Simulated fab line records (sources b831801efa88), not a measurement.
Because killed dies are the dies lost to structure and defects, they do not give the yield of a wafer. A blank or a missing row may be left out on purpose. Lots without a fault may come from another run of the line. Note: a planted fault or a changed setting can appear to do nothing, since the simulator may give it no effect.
fab line records    flow sfqLine
[record] lots = 6  wafers = 18  lastDay = 97
route steps=325 shown I5@235 C5@240
lots that met no fault: taken from a fault-free run of the same line
startH: start of the lot's first displayed wafer, in hours after the record's first day    waitH: hours since the lot's step before    " repeats the value in the row above    L1.1+2: a single row standing in for several wafers    - either no value or no given start    * or withheld: withheld    < > ~ a bound
route shown NAME@n: NAME is a module with steps in the file, n the number in the route of the first one    usual: the fault-free wafers' mean and standard deviation    same: alike in all rows    chamber/n: place in a boat    sites: per-site readings    _std_site: their standard deviation    _edge_site: the outer-site mean with the inner-site mean subtracted    radiusMm: for every site, how far away it sits from the centre of the wafer    mask NAME#n: copy n    behind: tool/chamber where the wafer was last shaped    hold: why the lot was held/for how many hours/how that ended    device: whichever transistor did not switch (one of n, p or np)    end of line: the same wafers' tests at the end of the route    a step given without rows: its recipe and nothing more    killed: the dies lost at the first sort to structure and to defects; this is not the yield of the wafer    map: a wafer's dies, marking killed ones x, the rest . and places with no die _
set.NAME: the run value of the setting; set.NAME@STEP: its run value at that earlier step    model.NAME: the simulator's own value behind a step, which no gauge read
a table for each step, a row for each wafer; lots at some steps of the route
services: from which hour (startH, from the record's first day; less than 0 if before it) a tool's chamber was out of use, for how many hours, and why
[[steps]]
[step SFQ_I5_OVL_MEAS_936]
[usual] I5_OVL = 2/5.2
lot.wafer  tool        chamber  startH   waitH  I5_OVL[nm]
L592.1     overlay-02  -        1821.44  0.1    9
L592.2     "           -        "        "      8
L592.5     "           -        "        "      -3
L595.1     overlay-01  -        1859.47  0.1    -5
L595.2     "           -        "        "      1
L595.5     "           -        "        "      0
L605.1     overlay-01  -        1933.52  0.1    4
L605.2     "           -        "        "      -6
L605.6     "           -        "        "      2
L606.2     overlay-01  -        1935.93  0.1    -4
L606.5     "           -        "        "      4
L606.6     "           -        "        "      2
L608.1     overlay-01  -        1943.12  0.1    -3
L608.2     "           -        "        "      4
L608.6     "           -        "        "      0
L609.1     overlay-01  -        1944.32  0.1    2
L609.5     "           -        "        "      -3
L609.6     "           -        "        "      -4
[step SFQ_TRILAYER_I5_BARC_OPEN_VIA_ETCH_200]
[recipe] maskMaterial = PR  chemistry = O2  targetDepthNm = 125  target = BARC  sourceW = 500  biasW = 80  pressureMtorr = 30  timeS = 41.7
[usual] drypumpMotorCurrentA = 5.9/0.52  oesProductAu = 0.687/0.0049  runLengthS = 69.7/0.46
lot.wafer  tool        chamber  startH   waitH  drypumpMotorCurrentA  oesProductAu  rfHoursCounterH  runLengthS
L592.1     rieDiel-02  3        1821.47  0.0    5.3                   0.690         9                69.8
L592.2     "           0        "        "      6.0                   0.690         2                70.3
L592.5     "           3        "        "      5.3                   0.691         -                69.4
L595.1     rieDiel-02  2        1859.50  0.0    5.7                   0.688         17               69.8
L595.2     "           3        "        "      5.3                   0.687         11               69.4
L595.5     "           3        "        "      5.3                   0.694         -                69.5
L605.1     rieDiel-03  0        1933.56  0.0    5.6                   0.689         14               68.9
L605.2     "           3        "        "      4.8                   0.690         4                69.4
L605.6     "           3        "        "      4.8                   0.683         -                69.4
L606.2     rieDiel-01  2        1935.96  0.0    5.6                   0.692         16               70.2
L606.5     "           2        "        "      5.6                   0.690         -                70.3
L606.6     "           1        "        "      6.3                   0.687         -                69.9
L608.1     rieDiel-03  1        1943.16  0.0    6.3                   0.686         14               69.4
L608.2     "           3        "        "      4.8                   0.688         5                69.3
L608.6     "           2        "        "      6.4                   0.686         -                70.6
L609.1     rieDiel-02  2        1944.36  0.0    5.7                   0.699         19               69.7
L609.5     "           0        "        "      6.0                   0.692         -                69.7
L609.6     "           1        "        "      6.6                   0.689         -                69.3
[step SFQ_TRILAYER_I5_ETCH_VIA_ETCH_147]
[recipe] stopOn = Nb  maskMaterial = PR  chemistry = CHF3  targetDepthNm = 360  sourceW = 500  biasW = 80  pressureMtorr = 30  timeS = withheld
[usual] drypumpMotorCurrentA = 5.9/0.52  oesProductAu = 0.990/0.0054
lot.wafer  tool        chamber  startH   waitH  drypumpMotorCurrentA  oesProductAu
L592.1     rieDiel-02  3        1821.51  0.0    5.3                   0.988
L592.2     "           0        "        "      6.0                   0.993
L592.5     "           3        "        "      5.3                   0.996
L595.1     rieDiel-02  2        1859.54  0.0    5.7                   0.988
L595.2     "           3        "        "      5.3                   0.988
L595.5     "           3        "        "      5.3                   0.992
L605.1     rieDiel-03  0        1933.60  0.0    5.6                   0.987
L605.2     "           3        "        "      4.8                   1.006
L605.6     "           3        "        "      4.8                   0.987
L606.2     rieDiel-01  2        1936.00  0.0    5.6                   0.990
L606.5     "           2        "        "      5.6                   0.990
L606.6     "           1        "        "      6.2                   0.996
L608.1     rieDiel-03  1        1943.20  0.0    6.3                   0.986
L608.2     "           3        "        "      4.8                   1.001
L608.6     "           2        "        "      6.4                   0.982
L609.1     rieDiel-02  2        1944.40  0.0    5.8                   0.992
L609.5     "           0        "        "      6.0                   0.990
L609.6     "           1        "        "      6.6                   0.984
[step SFQ_TRILAYER_I5_STRIP_STRIP_148]
[recipe] gas = O2  powerW = 200  platenTempC = 40  overashFraction = 0.65  chemistry = O2  pressureMtorr = 50
[usual] drypumpMotorCurrentA = 5.9/0.34  oesProductAu = 1.001/0.0075
lot.wafer  tool         chamber  startH   waitH  drypumpMotorCurrentA  oesProductAu  rfHoursCounterH
L592.1     rieMetal-02  0        1821.66  -      6.0                   1.012         112
L592.2     "            1        "        "      6.3                   0.997         81
L592.5     "            1        "        "      6.3                   1.001         -
L595.1     rieMetal-01  0        1859.69  -      5.9                   1.015         109
L595.2     "            1        "        "      5.4                   1.004         85
L595.5     "            1        "        "      5.3                   0.999         -
L605.1     rieMetal-04  1        1933.75  -      6.2                   1.002         78
L605.2     "            0        "        "      5.6                   1.007         15
L605.6     "            1        "        "      6.2                   1.020         -
L606.2     rieMetal-04  1        1936.15  -      6.2                   1.009         78
L606.5     "            1        "        "      6.2                   1.008         -
L606.6     "            0        "        "      5.5                   1.005         -
L608.1     rieMetal-01  0        1943.35  -      5.9                   1.006         125
L608.2     "            1        "        "      5.4                   0.999         101
L608.6     "            0        "        "      5.9                   1.010         -
L609.1     rieMetal-04  1        1944.55  -      6.2                   1.000         80
L609.5     "            1        "        "      6.2                   1.000         -
L609.6     "            0        "        "      5.5                   1.007         -
[step SFQ_TRILAYER_I5_STRIP_SOLV_CLEAN_149]
[recipe] chemistry = NMP  tempC = 70  timeS = 600
[step SFQ_TRILAYER_C5_LITHO_COAT_156]
[recipe] resist = BARC  spinRpm = 3000  resistThkNm = 62
[step SFQ_TRILAYER_C5_LITHO_COAT_151]
[recipe] resist = KrF  spinRpm = 3000  resistThkNm = 650
[step SFQ_TRILAYER_C5_LITHO_SOFTBAKE_155]
[recipe] tempC = withheld  timeS = withheld  resist = KrF
[step SFQ_TRILAYER_C5_LITHO_EXPOSE_152]
[recipe] maskId = C5  na = 0.6  sourceShape = conventional  sigmaOuter = 0.65  targetCdNm = 500  doseMj = 21.3
[step SFQ_TRILAYER_C5_LITHO_PEB_154]
[recipe] pebTempC = 115  pebTimeS = 60  resist = KrF
[step SFQ_TRILAYER_C5_LITHO_DEVELOP_153]
[recipe] timeS = 60  resist = KrF
[step SFQ_C5_OVL_MEAS_937]
[usual] C5_OVL = 0/5.1
lot.wafer  tool        chamber  startH   waitH  C5_OVL[nm]
L592.1     overlay-01  -        1836.36  0.1    0
L592.2     "           -        "        "      9
L592.5     "           -        "        "      6
L595.1     overlay-01  -        1862.72  0.1    8
L595.2     "           -        "        "      5
L595.5     "           -        "        "      7
L605.1     overlay-01  -        1941.92  0.1    -6
L605.2     "           -        "        "      0
L605.6     "           -        "        "      -7
L606.2     overlay-01  -        1945.53  0.1    -6
L606.5     "           -        "        "      -3
L606.6     "           -        "        "      -7
L608.1     overlay-01  -        2008.79  0.1    0
L608.2     "           -        "        "      0
L608.6     "           -        "        "      -4
L609.1     overlay-01  -        2041.19  0.1    0
L609.5     "           -        "        "      0
L609.6     "           -        "        "      3
[step SFQ_TRILAYER_C5_BARC_OPEN_VIA_ETCH_210]
[recipe] maskMaterial = PR  chemistry = O2  targetDepthNm = 125  target = BARC  sourceW = 500  biasW = 80  pressureMtorr = 30  timeS = 41.7
[usual] drypumpMotorCurrentA = 5.7/0.54  oesProductAu = 0.684/0.0049  runLengthS = 70.0/0.43
lot.wafer  tool        chamber  startH   waitH  drypumpMotorCurrentA  oesProductAu  rfHoursCounterH  runLengthS  model.KrF_of_TRILAYER_C5_LITHO_COAT_151.thkNm
L592.1     rieDiel-02  0        1836.39  0.0    6.0                   0.685         2                70.1        577.7
L592.2     "           2        "        "      5.8                   0.689         17               70.1        576.5
L592.5     "           2        "        "      5.7                   0.684         -                69.7        575.6
L595.1     rieDiel-01  0        1862.75  0.0    6.3                   0.690         10               69.4        578.2
L595.2     "           2        "        "      5.6                   0.689         16               70.4        579.6
L595.5     "           1        "        "      6.3                   0.681         -                69.8        580.1
L605.1     rieDiel-01  1        1941.96  0.0    6.2                   0.686         19               69.8        577.6
L605.2     "           0        "        "      6.3                   0.641         12               76.6        569.8
L605.6     "           2        "        "      5.6                   0.686         -                70.1        579.8
L606.2     rieDiel-01  3        1945.56  0.0    5.8                   0.683         2                69.9        578.2
L606.5     "           3        "        "      5.8                   0.687         -                69.8        577.8
L606.6     "           0        "        "      6.3                   0.639         -                76.6        567.4
L608.1     rieDiel-02  3        2008.82  0.0    5.3                   0.680         12               69.4        575.9
L608.2     "           0        "        "      6.0                   0.688         5                69.7        576.9
L608.6     "           3        "        "      5.3                   0.683         -                69.6        576.7
L609.1     rieDiel-04  1        2041.22  0.0    5.4                   0.690         12               70.2        577.8
L609.5     "           3        "        "      4.7                   0.689         -                70.8        576.2
L609.6     "           2        "        "      6.4                   0.681         -                70.0        578
[step SFQ_TRILAYER_C5_ETCH_VIA_ETCH_154]
[recipe] target = SiO2  maskMaterial = PR  chemistry = CHF3  targetDepthNm = 84  sourceW = 500  biasW = 81.09  pressureMtorr = 30  timeS = withheld  stopOn = Nb
[usual] drypumpMotorCurrentA = 5.7/0.55  oesProductAu = 0.896/0.0083
lot.wafer  tool        chamber  startH   waitH  drypumpMotorCurrentA  oesProductAu  model.KrF_of_TRILAYER_C5_LITHO_COAT_151.thkNm
L592.1     rieDiel-02  0        1836.43  0.0    6.0                   0.890         563
L592.2     "           2        "        "      5.7                   0.892         561.8
L592.5     "           2        "        "      5.7                   0.907         561
L595.1     rieDiel-01  0        1862.79  0.0    6.3                   0.906         563.5
L595.2     "           2        "        "      5.6                   0.896         565.4
L595.5     "           1        "        "      6.3                   0.906         565.5
L605.1     rieDiel-01  1        1942.00  0.0    6.2                   0.895         563.3
L605.2     "           0        "        "      6.3                   0.892         555.2
L605.6     "           2        "        "      5.6                   0.901         565.4
L606.2     rieDiel-01  3        1945.60  0.0    5.8                   0.889         563.7
L606.5     "           3        "        "      5.8                   0.893         563.3
L606.6     "           0        "        "      6.3                   0.898         552.7
L608.1     rieDiel-02  3        2008.86  0.0    5.3                   0.897         561.3
L608.2     "           0        "        "      6.0                   0.895         562.1
L608.6     "           3        "        "      5.3                   0.904         562
L609.1     rieDiel-04  1        2041.26  0.0    5.4                   0.897         563.3
L609.5     "           3        "        "      4.6                   0.900         561.8
L609.6     "           2        "        "      6.4                   0.899         563.5
[step SFQ_TRILAYER_C5_STRIP_STRIP_155]
[recipe] gas = O2  powerW = 200  platenTempC = 40  overashFraction = 0.65  chemistry = O2  pressureMtorr = 50
[usual] drypumpMotorCurrentA = 5.6/0.43  oesProductAu = 0.998/0.0073
lot.wafer  tool         chamber  startH   waitH  drypumpMotorCurrentA  oesProductAu  rfHoursCounterH
L592.1     rieMetal-04  0        1836.48  -      5.5                   0.988         3
L592.2     "            1        "        "      6.2                   1.005         66
L592.5     "            1        "        "      6.2                   1.000         -
L595.1     rieMetal-03  1        1862.84  -      4.8                   0.984         99
L595.2     "            0        "        "      5.6                   0.993         37
L595.5     "            1        "        "      4.8                   0.988         -
L605.1     rieMetal-01  0        1942.04  -      5.9                   1.005         125
L605.2     "            1        "        "      5.4                   0.992         100
L605.6     "            0        "        "      5.9                   0.996         -
L606.2     rieMetal-03  1        1945.64  -      4.8                   0.994         113
L606.5     "            0        "        "      5.6                   0.992         -
L606.6     "            1        "        "      4.9                   0.990         -
L608.1     rieMetal-04  1        2008.91  -      6.2                   1.001         89
L608.2     "            0        "        "      5.6                   0.999         26
L608.6     "            0        "        "      5.6                   0.999         -
L609.1     rieMetal-04  1        2041.31  -      6.2                   1.003         94
L609.5     "            0        "        "      5.5                   1.004         -
L609.6     "            1        "        "      6.2                   0.999         -
[[services]]
tool         chamber  startH   hours  kind
rieDiel-02   1        1818.17  6.5    repair
rieDiel-02   -        1818.20  0.2    repair
rieMetal-04  -        1821.13  0.6    repair
rieMetal-02  0        1852.21  7.7    repair
rieDiel-02   1        1874.69  7.4    repair
rieDiel-02   3        1895.38  3.5    repair
rieMetal-04  -        1901.41  15.6   pm
rieDiel-03   -        1919.97  1.2    repair
rieDiel-03   -        1922.02  2.8    pm
rieDiel-04   0        1923.44  4.9    repair
rieMetal-03  -        1934.81  0.6    repair
rieDiel-02   -        1937.91  0.4    repair
rieMetal-02  -        1941.40  14.6   pm
rieDiel-01   2        1949.09  6.8    repair
rieMetal-02  -        1956.69  0.2    repair
rieDiel-02   2        1972.69  -      clean
rieDiel-01   -        1981.26  0.2    repair
rieDiel-02   1        1985.13  4.1    repair
rieDiel-04   0        2002.75  2.1    repair
rieMetal-01  -        2006.24  2.8    pm
rieDiel-01   -        2019.86  0.1    repair
rieDiel-03   3        2022.47  2.0    repair
rieMetal-01  -        2032.17  2.1    repair
rieDiel-03   3        2035.00  7.6    repair
[[key]]
[firstSign] step = SFQ_TRILAYER_C5_BARC_OPEN_VIA_ETCH_210  reading = runLengthS  direction = up  sigmas = 16  usual = *  struck = *
[effect] step = SFQ_TRILAYER_C5_BARC_OPEN_VIA_ETCH_210  reading = oesProductAu  direction = down  sigmas = 9.2  usual = 0.684  struck = 0.640
[modelEffect] step = SFQ_TRILAYER_C5_BARC_OPEN_VIA_ETCH_210  value = KrF_of_TRILAYER_C5_LITHO_COAT_151.thkNm  without = 576.8  struck = 568.6
[modelEffect] step = SFQ_TRILAYER_C5_ETCH_VIA_ETCH_154  value = KrF_of_TRILAYER_C5_LITHO_COAT_151.thkNm  without = 562.1  struck = 554
metAt SFQ_TRILAYER_C5_BARC_OPEN_VIA_ETCH_210
struckWafers L605.2,L606.6
onsetBetween 1862.75 1941.96
[fault] kind = processParameterDrift  tool = rieDiel-01  chamber = 0  onsetH = 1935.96  steps = SFQ_TRILAYER_C5_BARC_OPEN_VIA_ETCH_210  channel = timeS  offset = *  shape = step  endH = 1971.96  actsIn = *  stated = *
